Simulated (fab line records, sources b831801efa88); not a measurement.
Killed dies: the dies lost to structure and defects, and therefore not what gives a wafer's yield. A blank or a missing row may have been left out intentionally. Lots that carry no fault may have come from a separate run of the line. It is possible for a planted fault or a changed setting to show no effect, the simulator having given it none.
Chamber matching -- flow sky130 -- SKY_VIA4_CMP_02 on cmp-02 has 4 sister chambers
The step polishes SiO2. 8 wafers are shown with their chamber, then 8 later ones without.

EACH WAFER AND ITS CHAMBER
wafer,chamber,motorCurrentA (A),retainingRingPressureFrac
L207.5,1,12.4,0.997
L208.1,2,12.3,1.012
L208.3,0,10.9,0.988
L208.4,3,11.8,0.994
L212.2,3,12.2,1.001
L212.4,1,12.2,1.008
L212.5,0,11.0,0.993
L214.2,2,12.7,1.005

WAFERS WITHOUT THEIR CHAMBER
wafer,motorCurrentA (A),retainingRingPressureFrac
L214.4,10.9,0.997
L214.6,10.8,0.997
L224.1,12.2,1.001
L224.4,11.4,1.003
L224.5,12.1,1.003
L225.2,11.4,1.002
L225.3,12.2,1.003
L225.4,10.6,0.999

THE CHAMBER EACH PASSED THROUGH
wafer,from the rows above,in truth
L214.4,0,0
L214.6,0,0
L224.1,can't be placed: 1 or 3 or 2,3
L224.4,can't be placed: 3 or 0 or 1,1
L224.5,can't be placed: 1 or 3 or 2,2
L225.2,can't be placed: 3 or 0 or 1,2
L225.3,can't be placed: 1 or 3 or 2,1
L225.4,0,0
Correct placement for 3 of the 8. Cannot be placed on the basis of these rows: 5; the candidates contain the true chamber in 4. 0 placed wrongly.
How it was worked out, from the rows above alone: a wafer's distance from a chamber is the root of the sum, over the readings, of the square of ((its reading less the chamber's mean) divided by the reading's scatter). If the next closest chamber is less than 2 further off than the closest, the wafer can't be placed; otherwise it belongs to the closest. For every chamber, the mean is computed from those of its wafers that are shown. How the scatter is found: for the shown wafers, subtract from each reading the mean of its chamber, square and add these, divide the total by (wafers less chambers), then take the root.
